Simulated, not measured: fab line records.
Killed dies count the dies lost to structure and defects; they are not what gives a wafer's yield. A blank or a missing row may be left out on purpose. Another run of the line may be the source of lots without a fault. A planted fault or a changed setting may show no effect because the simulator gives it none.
fab line records | flow sky130
record lots=5 | wafers=15 | last_day=50
route steps=708 shown METAL4@621 PAD_OPEN@708
lots with no fault: from the same line, run without faults
start_h: the number of hours between the record's first day and the start of the first shown wafer of the lot | wait_h: hours since the lot's step before | " as in the row above | L1.1+2: one row covering several wafers at once | - no value, or no start given | * or withheld: withheld | < > ~ a bound
route shown NAME@n: NAME is a module with steps in the file, n the number in the route of the first one | usual: mean and standard deviation over wafers with no fault | same: alike in all rows | chamber/n: place in a boat | sites: the reading at each site | _std_site: standard deviation across them | _edge_site: outer sites' mean less inner sites' | radius_mm: how far each site lies from the wafer's centre | mask NAME#n: copy n | behind: the last tool/chamber to shape the wafer | hold: what put the lot on hold/how long, in hours/how the hold closed | device: names the non-switching transistor (n, p or np) | end of line: at the end of the route, the tests of the same wafers | a step without rows: its recipe alone | killed: dies that structure and defects cost at the first sort, which is not the same as the wafer's yield | map: per-die view of a wafer (x killed, . not killed, _ where there is no die)
set.NAME: the run value of the setting; set.NAME@STEP: its run value at that earlier step | model.NAME: the simulator's own value behind a step, which no gauge read
a table for each step, a row for each wafer; lots at some steps of the route
services: the hour from which a tool's chamber was out of use, counted from the record's first day as start_h (under 0 if before that day), plus the number of hours and why
## steps
# step SKY_METAL4_DEHYDRATE_05
# recipe temp_c=200 | time_s=60
# step SKY_METAL4_HMDS_06
# recipe prime_time_s=60 | prime_temp_c=120
# step SKY_METAL4_COAT_07
# recipe resist=BARC | temp_c=withheld | time_s=withheld | spin_rpm=3000 | resist_thk_nm=60
# step SKY_METAL4_COAT_08
# recipe resist=KrF-thick | spin_rpm=3000 | resist_thk_nm=1140
# step SKY_METAL4_SOFTBAKE_09
# recipe temp_c=100 | time_s=90 | resist=KrF-thick
# step SKY_METAL4_EXPOSE_10
# recipe mask_id=MM4 | na=0.68 | source_shape=annular | sigma_inner=0.4 | sigma_outer=0.8 | target_cd_nm=300 | dose_mj=28
# step SKY_METAL4_PEB_11
# recipe peb_temp_c=withheld | peb_time_s=withheld | resist=KrF-thick
# step SKY_METAL4_DEVELOP_12
# recipe develop_time_s=60 | resist=KrF-thick | dev_temp_c=21
# step SKY_METAL4_CD_MEAS_13
# recipe target_cd_nm=300
# usual cd_nm=299.9/1.6
lot.wafer | tool      | chamber | start_h | wait_h | cd_nm
L751.1    | cd_sem-02 | -       | 985.33  | -      | 301.0
L751.2    | "         | -       | "       | "      | 303.2
L751.4    | "         | -       | "       | "      | 301.7
L752.1    | cd_sem-01 | -       | 992.01  | -      | 300.6
L752.3    | "         | -       | "       | "      | 300.2
L752.5    | "         | -       | "       | "      | 301.0
L761.1    | cd_sem-02 | -       | 1055.11 | -      | 300.4
L761.5    | "         | -       | "       | "      | 301.5
L761.6    | "         | -       | "       | "      | 301.4
L766.1    | cd_sem-02 | -       | 1086.26 | -      | 300.4
L766.4    | "         | -       | "       | "      | 299.2
L766.5    | "         | -       | "       | "      | 299.1
L770.1    | cd_sem-02 | -       | 1115.51 | -      | 298.2
L770.4    | "         | -       | "       | "      | 299.0
L770.5    | "         | -       | "       | "      | 296.6
# step SKY_METAL4_OVL_MEAS_14
# usual METAL4_OVL=3/5.2
lot.wafer | tool       | chamber | start_h | wait_h | METAL4_OVL[nm]
L751.1    | overlay-02 | -       | 985.45  | 0.1    | 1
L751.2    | "          | -       | "       | "      | -4
L751.4    | "          | -       | "       | "      | -6
L752.1    | overlay-01 | -       | 992.13  | 0.1    | 10
L752.3    | "          | -       | "       | "      | -3
L752.5    | "          | -       | "       | "      | 2
L761.1    | overlay-01 | -       | 1055.23 | 0.1    | 11
L761.5    | "          | -       | "       | "      | 2
L761.6    | "          | -       | "       | "      | -3
L766.1    | overlay-01 | -       | 1086.38 | 0.1    | -5
L766.4    | "          | -       | "       | "      | 7
L766.5    | "          | -       | "       | "      | 1
L770.1    | overlay-01 | -       | 1115.63 | 0.1    | -4
L770.4    | "          | -       | "       | "      | 2
L770.5    | "          | -       | "       | "      | 1
# step SKY_METAL4_DESCUM_15
# recipe chemistry=O2 | source_power_w=150 | bias_power_w=0 | pressure_mtorr=10 | temp_c=40 | time_s=8
# usual drypump_motor_current_A=5.38/0.22 | oes_product_au=1.003/0.0093 | temp_c=39.99/0.11
lot.wafer | tool         | chamber | start_h | wait_h | drypump_motor_current_A | oes_product_au | rf_hours_counter_h | temp_c
L751.1    | rie_metal-03 | 1       | 985.49  | 0.0    | 5.56                    | 1.002          | 13                 | 39.97
L751.2    | "            | 0       | "       | "      | 5.61                    | 1.005          | 10                 | 39.92
L751.4    | "            | 0       | "       | "      | 5.61                    | 0.998          | -                  | 40.15
L752.1    | rie_metal-01 | 0       | 992.17  | 0.0    | 5.13                    | 1.002          | 7                  | 39.93
L752.3    | "            | 0       | "       | "      | 5.12                    | 1.000          | -                  | 39.83
L752.5    | "            | 0       | "       | "      | 5.12                    | 1.006          | -                  | 39.94
L761.1    | rie_metal-03 | 1       | 1055.27 | 0.0    | 5.61                    | 0.994          | 17                 | 39.97
L761.5    | "            | 1       | "       | "      | 5.66                    | 0.996          | -                  | 40.08
L761.6    | "            | 0       | "       | "      | 5.62                    | 0.985          | -                  | 39.98
L766.1    | rie_metal-03 | 1       | 1086.42 | 0.0    | 5.61                    | 1.007          | 20                 | 39.87
L766.4    | "            | 0       | "       | "      | 5.62                    | 0.996          | -                  | 40.05
L766.5    | "            | 0       | "       | "      | 5.62                    | 1.003          | -                  | 40.07
L770.1    | rie_metal-02 | 0       | 1115.67 | 0.0    | 5.68                    | 0.985          | 5                  | 39.97
L770.4    | "            | 1       | "       | "      | 5.44                    | 1.008          | -                  | 39.92
L770.5    | "            | 0       | "       | "      | 5.68                    | 0.988          | -                  | 39.87
# step SKY_METAL4_ETCH_16
# recipe chemistry=N2/H2 | target=BARC | ion_energy_ev=200 | bias_w=100 | pressure_mtorr=30 | n2_flow_sccm=100 | h2_flow_sccm=200 | icp_w=500 | stop_on=SiO2 | time_s=88.2 | target_depth_a=600
# usual bias_w=100.0/0.32 | drypump_motor_current_A=5.38/0.22 | oes_product_au=0.625/0.0043 | throttle_valve_pct=13.206/0.0095
lot.wafer | tool         | chamber | start_h | wait_h | bias_w | drypump_motor_current_A | oes_product_au | rf_hours_counter_h | throttle_valve_pct
L751.1    | rie_metal-03 | 1       | 985.52  | 0.0    | 99.7   | 5.61                    | 0.620          | 13                 | 13.199
L751.2    | "            | 0       | "       | "      | 99.9   | 5.61                    | 0.627          | 10                 | 13.212
L751.4    | "            | 0       | "       | "      | 99.8   | 5.60                    | 0.624          | -                  | 13.213
L752.1    | rie_metal-01 | 0       | 992.23  | 0.1    | 99.7   | 5.13                    | 0.624          | 7                  | 13.228
L752.3    | "            | 0       | "       | "      | 100.3  | 5.13                    | 0.624          | -                  | 13.198
L752.5    | "            | 0       | "       | "      | 100.0  | 5.12                    | 0.616          | -                  | 13.201
L761.1    | rie_metal-03 | 1       | 1055.30 | 0.0    | 99.8   | 5.61                    | 0.633          | 17                 | 13.197
L761.5    | "            | 1       | "       | "      | 99.8   | 5.59                    | 0.619          | -                  | 13.199
L761.6    | "            | 0       | "       | "      | 99.6   | 5.63                    | 0.618          | -                  | 13.203
L766.1    | rie_metal-03 | 1       | 1086.45 | 0.0    | 100.1  | 5.59                    | 0.622          | 20                 | 13.211
L766.4    | "            | 0       | "       | "      | 99.4   | 5.63                    | 0.624          | -                  | 13.190
L766.5    | "            | 0       | "       | "      | 100.3  | 5.61                    | 0.624          | -                  | 13.211
L770.1    | rie_metal-02 | 0       | 1115.70 | 0.0    | 99.8   | 5.67                    | 0.616          | 5                  | 13.204
L770.4    | "            | 1       | "       | "      | 100.2  | 5.45                    | 0.626          | -                  | 13.219
L770.5    | "            | 0       | "       | "      | 100.5  | 5.68                    | 0.632          | -                  | 13.199
# step SKY_METAL4_ETCH_17
# recipe target=SiO2 | stop_on=TiN | chemistry=C4F8/O2/Ar | source_w=1500 | bias_w=1200 | pressure_mtorr=40 | c4f8_flow_sccm=withheld | O2_flow_sccm=6 | Ar_flow_sccm=300 | time_s=3.9 | target_depth_a=150
# usual bias_w=1201/3.4 | oes_product_au=0.755/0.0069
lot.wafer | tool        | chamber | start_h | wait_h | bias_w | oes_product_au | rf_hours_counter_h
L751.1    | rie_diel-02 | 1       | 985.62  | 0.1    | 1203   | 0.746          | 8
L751.2    | "           | 3       | "       | "      | 1196   | 0.747          | 2
L751.4    | "           | 0       | "       | "      | 1203   | 0.754          | 10
L752.1    | rie_diel-01 | 3       | 992.43  | 0.2    | 1200   | 0.758          | 4
L752.3    | "           | 0       | "       | "      | 1205   | 0.752          | 6
L752.5    | "           | 1       | "       | "      | 1195   | 0.747          | -
L761.1    | rie_diel-01 | 0       | 1055.40 | 0.1    | 1199   | 0.742          | 8
L761.5    | "           | 2       | "       | "      | 1198   | 0.757          | -
L761.6    | "           | 1       | "       | "      | 1416   | 0.754          | -
L766.1    | rie_diel-02 | 1       | 1086.55 | 0.1    | 1206   | 0.758          | 11
L766.4    | "           | 2       | "       | "      | 1199   | 0.751          | 4
L766.5    | "           | 1       | "       | "      | 1199   | 0.752          | -
L770.1    | rie_diel-02 | 1       | 1115.80 | 0.1    | 1196   | 0.756          | 12
L770.4    | "           | 0       | "       | "      | 1207   | 0.766          | 14
L770.5    | "           | 3       | "       | "      | 1196   | 0.754          | -
# step SKY_METAL4_METAL_ETCH_18
# recipe target_depth_a=8450 | stop_on=SiO2 | over_etch_frac=0.3 | time_s=189.4 | chemistry=Cl2/BCl3 | resist_sidewall_deg=88 | pressure_mtorr=10 | icp_w=900 | bias_w=48.5 | Cl2_flow_sccm=60 | bcl3_flow_sccm=30
# usual bcl3_flow_sccm=29.99/0.091 | bias_w=48.47/0.19 | drypump_motor_current_A=5.49/0.19 | mfc_cl2_sccm=60.02/0.2 | oes_product_au=0.860/0.0083 | throttle_valve_pct=22.264/0.009
lot.wafer | tool         | chamber | start_h | wait_h | bcl3_flow_sccm | bias_w | drypump_motor_current_A | mfc_cl2_sccm | oes_product_au | rf_hours_counter_h | throttle_valve_pct
L751.1    | rie_metal-01 | 0       | 985.64  | 0.0    | 30.01          | -      | 5.13                    | 60.08        | 0.860          | 6                  | 22.269
L751.2    | "            | 0       | "       | "      | 29.96          | -      | 5.14                    | 60.02        | 0.863          | -                  | 22.260
L751.4    | "            | 0       | "       | "      | 29.98          | -      | 5.14                    | 59.81        | 0.862          | -                  | 22.263
L752.1    | rie_metal-02 | 0       | 992.45  | 0.0    | 29.98          | -      | 5.64                    | 59.99        | 0.862          | 21                 | 22.261
L752.3    | "            | 1       | "       | "      | 29.98          | -      | 5.46                    | 60.27        | 0.866          | -                  | 22.262
L752.5    | "            | 0       | "       | "      | 29.99          | -      | 5.67                    | 60.03        | 0.870          | -                  | 22.254
L761.1    | rie_metal-03 | 1       | 1055.42 | 0.0    | 29.78          | -      | 5.57                    | 60.21        | 0.875          | 17                 | 22.257
L761.5    | "            | 1       | "       | "      | 29.94          | -      | 5.59                    | 60.12        | 0.873          | -                  | 22.264
L761.6    | "            | 0       | "       | "      | 29.88          | -      | 5.63                    | 59.96        | 0.872          | -                  | 22.256
L766.1    | rie_metal-01 | 0       | 1086.57 | 0.0    | 29.77          | -      | 5.12                    | 59.77        | 0.871          | 12                 | 22.254
L766.4    | "            | 0       | "       | "      | 29.98          | -      | 5.11                    | 60.16        | 0.869          | -                  | 22.268
L766.5    | "            | 0       | "       | "      | 29.85          | -      | 5.12                    | 59.90        | 0.867          | -                  | 22.263
L770.1    | rie_metal-03 | 1       | 1115.82 | 0.0    | 30.12          | 48.52  | 5.63                    | 59.76        | 0.849          | 22                 | 22.258
L770.4    | "            | 1       | "       | "      | 30.04          | 48.26  | 5.63                    | 59.66        | 0.848          | -                  | 22.259
L770.5    | "            | 1       | "       | "      | 30.01          | 48.41  | 5.65                    | 59.49        | 0.850          | -                  | 22.266
# step SKY_PAD_OPEN_PROBE_99
# usual defect_limited_yield=82.6/2.1 | killed_at_M0_to_M3=42/7.6 | killed_at_M4_up=3.4/2 | killed_at_contacts=24/5.9 | killed_at_front_end=16/4.5 | killed_at_other=0.4/0.58 | killed_dies=86/10 | killed_open=47/7.6 | killed_short=39/6.7 | sort_bin_3_pad_short=0.9/0.42 | sort_bin_5_function=10.3/1.7 | sort_bin_6_memory=6.2/1.2 | sort_n_pass=406/10 | sort_yield_pct=82.6/2.1
# same gross_dies=492 | killed_at_back_side=0 | sort_bin_4_leakage[%]=0 | sort_bin_8_speed[%]=0
lot.wafer | tool      | chamber | start_h | wait_h | defect_limited_yield[%] | killed_at_M0_to_M3 | killed_at_M4_up | killed_at_contacts | killed_at_front_end | killed_at_other | killed_dies | killed_open | killed_short | sort_bin_3_pad_short[%] | sort_bin_5_function[%] | sort_bin_6_memory[%] | sort_n_pass | sort_yield_pct[%]
L751.1    | prober-02 | -       | 1081.98 | 0.1    | 84.6                    | 40                 | 4               | 21                 | 11                  | 0               | 76          | 30          | 46           | 1.0                     | 8.7                    | 5.7                  | 416         | 84.6
L751.2    | prober-02 | -       | 1082.03 | 0.1    | 80.9                    | 47                 | 4               | 22                 | 21                  | 0               | 94          | 49          | 45           | 1.0                     | 10.6                   | 7.5                  | 398         | 80.9
L751.4    | prober-02 | -       | 1082.13 | 0.2    | 81.5                    | 56                 | 4               | 15                 | 16                  | 0               | 91          | 54          | 37           | 0.6                     | 10.8                   | 7.1                  | 401         | 81.5
L752.1    | prober-02 | -       | 1087.28 | 0.1    | 80.5                    | 50                 | 3               | 17                 | 25                  | 1               | 96          | 44          | 49           | 0.8                     | 12.4                   | 6.3                  | 396         | 80.5
L752.3    | prober-02 | -       | 1087.38 | 0.2    | 82.1                    | 33                 | 2               | 36                 | 17                  | 0               | 88          | 54          | 33           | 1.0                     | 9.3                    | 7.5                  | 404         | 82.1
L752.5    | prober-02 | -       | 1087.48 | 0.2    | 80.7                    | 50                 | 4               | 24                 | 17                  | 0               | 95          | 53          | 40           | 0.6                     | 14.4                   | 4.3                  | 397         | 80.7
L761.1    | prober-02 | -       | 1142.85 | 0.2    | 82.1                    | 37                 | 3               | 37                 | 11                  | 0               | 88          | 47          | 41           | 0.6                     | 13.0                   | 4.3                  | 404         | 82.1
L761.5    | prober-02 | -       | 1143.05 | 0.3    | 80.5                    | 39                 | 8               | 29                 | 20                  | 0               | 96          | 57          | 39           | 0.6                     | 12.4                   | 6.5                  | 396         | 80.5
L761.6    | prober-02 | -       | 1143.10 | 0.4    | 80.7                    | 51                 | 1               | 26                 | 17                  | 0               | 95          | 52          | 43           | 1.0                     | 12.4                   | 5.9                  | 397         | 80.7
# killed by level:class
L751.1 LOCAL_INTERCONNECT:geometric_particle:short=7 METAL2:geometric_particle:short=7 VIA1:geometric_particle:open=6 METAL1:geometric_particle:short=5 CONTACT:geometric_particle:open=5 VIA1:geometric_particle:short=5 VIA2:geometric_particle:open=5 VIA3:geometric_particle:open=5
L751.2 VIA1:geometric_particle:open=10 LI_CONTACT:geometric_particle:open=9 METAL1:geometric_particle:short=8 METAL3:geometric_particle:short=7 FIELD_ISO:geometric_particle:open=6 CONTACT:geometric_particle:open=6 METAL2:geometric_particle:short=6 VIA2:geometric_particle:short=5
L751.4 VIA1:geometric_particle:open=12 CONTACT:geometric_particle:open=7 VIA2:geometric_particle:open=7 VIA3:geometric_particle:open=7 METAL1:geometric_particle:short=6 FIELD_ISO:geometric_particle:open=5 POLY_GATE:geometric_particle:short=5 METAL2:geometric_particle:open=5
L752.1 VIA1:geometric_particle:open=12 FIELD_ISO:geometric_particle:short=7 METAL2:geometric_particle:short=7 VIA2:geometric_particle:open=6 LOCAL_INTERCONNECT:geometric_particle:short=5 CONTACT:geometric_particle:open=5 METAL1:geometric_particle:short=5 VIA3:geometric_particle:short=5
L752.3 CONTACT:geometric_particle:open=19 VIA1:geometric_particle:open=9 LI_CONTACT:geometric_particle:open=7 FIELD_ISO:geometric_particle:short=5 VIA3:geometric_particle:short=5 FIELD_ISO:geometric_particle:open=4 LI_CONTACT:geometric_particle:short=4 LOCAL_INTERCONNECT:geometric_particle:short=3
L752.5 VIA1:geometric_particle:open=14 CONTACT:geometric_particle:open=7 CONTACT:geometric_particle:short=6 POLY_GATE:geometric_particle:short=6 LI_CONTACT:geometric_particle:open=6 VIA3:geometric_particle:open=6 METAL1:geometric_particle:short=5 VIA1:geometric_particle:short=5
L761.1 CONTACT:geometric_particle:open=13 LI_CONTACT:geometric_particle:open=11 METAL2:geometric_particle:short=8 VIA1:geometric_particle:short=6 VIA2:geometric_particle:open=5 VIA3:geometric_particle:open=5 FIELD_ISO:geometric_particle:short=4 VIA1:geometric_particle:open=4
L761.5 CONTACT:geometric_particle:open=14 VIA1:geometric_particle:open=10 METAL1:geometric_particle:short=8 LI_CONTACT:geometric_particle:open=6 VIA2:geometric_particle:open=6 POLY_GATE:geometric_particle:short=5 POLY_GATE:geometric_particle:open=5 VIA3:geometric_particle:open=5
L761.6 VIA1:geometric_particle:open=13 LI_CONTACT:geometric_particle:open=12 CONTACT:geometric_particle:open=6 CONTACT:geometric_particle:short=6 VIA1:geometric_particle:short=6 METAL2:geometric_particle:short=6 FIELD_ISO:geometric_particle:short=5 VIA3:geometric_particle:short=5
## services
tool         | chamber | start_h | hours | kind
rie_metal-01 | 1       | 971.59  | 47.0  | repair
rie_diel-01  | 3       | 984.07  | 2.1   | repair
rie_diel-01  | -       | 991.41  | 0.4   | repair
rie_metal-01 | -       | 994.03  | 2.8   | pm
rie_metal-01 | 0       | 1018.13 | 6.6   | repair
rie_metal-02 | 0       | 1024.76 | -     | clean
rie_metal-02 | 0       | 1024.76 | 18.8  | scheduled_down
rie_metal-02 | 0       | 1024.76 | 18.8  | vent_cycle
rie_metal-01 | 0       | 1059.14 | 10.0  | repair
rie_diel-02  | 3       | 1101.91 | 6.8   | repair
## key
first_sign step=SKY_METAL4_ETCH_17 | reading=bias_w | direction=up | sigmas=64 | usual=1201 | struck=1416
effect none on later readings
met_at SKY_METAL4_ETCH_17
struck_wafers L761.6
onset_between 992.43 1055.40
fault kind=process_parameter_drift | tool=rie_diel-01 | chamber=1 | onset_h=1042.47 | steps=SKY_METAL4_ETCH_17 | channel=bias_w | offset=210.03 | shape=step | end_h=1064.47 | acts_in=these_recipes_only | stated=1200
